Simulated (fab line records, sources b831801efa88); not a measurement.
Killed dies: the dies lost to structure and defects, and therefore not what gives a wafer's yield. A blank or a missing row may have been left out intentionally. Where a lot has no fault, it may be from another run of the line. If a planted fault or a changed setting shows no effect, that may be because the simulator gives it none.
Problem report, 8D (eight disciplines) form, completed by code + flow sky130 + the parts of the form that need people (team, actions taken, sign-off) are left out

1. WHAT WENT WRONG
At SKY_VT_ADJUST_LVTN_SOFTBAKE_14, heater_power_total_W averages 55.99 W over 9 wafers from 3 lots, while fault-free wafers read 56.59 W, standard deviation 0.045. That puts it -13 standard deviations away from the usual mean.
The step: time 60 s.
First seen on wafer L587.1, day 9 19:25, on litho_track-01. Wafers with a number at this step in the record: 39, from 13 lots. By rule, "out" or "out of limits" means more than 4 standard deviations away from the usual mean. The other wafers with a number count as sound.

2. WHAT IT IS, WHAT IT ISN'T
| question                    | is                                 | is not                                                                                 |
|-----------------------------|------------------------------------|----------------------------------------------------------------------------------------|
| which readings at this step | heater_power_total_W, plate_temp_C | -                                                                                      |
| which lots                  | L587, L588, L592                   | L578, L580, L581, L582, L584, L586, L590, L595, L599, L600                             |
| which wafers of those lots  | all that have a number             | -                                                                                      |
| read on which tools         | litho_track-01                     | litho_track-03, litho_track-04                                                         |
| when                        | from day 9 19:25                   | up to then (18 sound wafers); but 12 sound wafers of L590, L595, L599, L600 came after |

3. WHAT RULES OUT EACH SUSPECT
Counting: any tool at a process step up to the reading is kept as a suspect provided that every lot that is out went through it and no sound lot did after the first of them.
- litho_track-01 at SKY_VT_ADJUST_LVTN_SOFTBAKE_14 (time 60 s): ruled out as a lasting fault. Sound lots L600 ran on it after its first lot that is out, L587 (day 9 19:25).
Left after counting: nothing in the record.

4. THE CAUSE (what the simulator had put in)
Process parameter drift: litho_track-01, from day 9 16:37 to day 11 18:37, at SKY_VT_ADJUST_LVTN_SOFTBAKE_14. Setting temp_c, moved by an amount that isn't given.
Counting ruled it out, wrongly.

5. SEQUENCE OF EFFECTS, ordered by route
One row per reading whose mean, taken over the struck wafers that have a number, lies over 3 standard deviations from the usual. Scope: only readings with a usual standard deviation given in the record; hours: median across lots of the time from each lot's start at the first step in this table that gives one to its start at this step; sigmas: change in usual standard deviations.
| hours | step                           | reading              | usual   | on struck wafers | change | sigmas |
|-------|--------------------------------|----------------------|---------|------------------|--------|--------|
| 0     | SKY_VT_ADJUST_LVTN_SOFTBAKE_14 | heater_power_total_W | 56.59 W | 55.99            | -0.60  | -13    |
| 0     | SKY_VT_ADJUST_LVTN_SOFTBAKE_14 | plate_temp_C         | 90.02 C | 89.34            | -0.68  | -6.2   |
Its process steps:
- SKY_VT_ADJUST_LVTN_SOFTBAKE_14: time 60 s.
Later measuring or inspecting steps at which every struck wafer that the step has a row for has a number for every such reading, and none has moved that far: SKY_VIA2_THK_MEAS_01, SKY_VIA2_CD_MEAS_12.

6. WHAT WOULD HAVE CAUGHT IT SOONER
3 hours passed between the start of the fault at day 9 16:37 and the first reading out of limits in this record, taken at day 9 19:25.
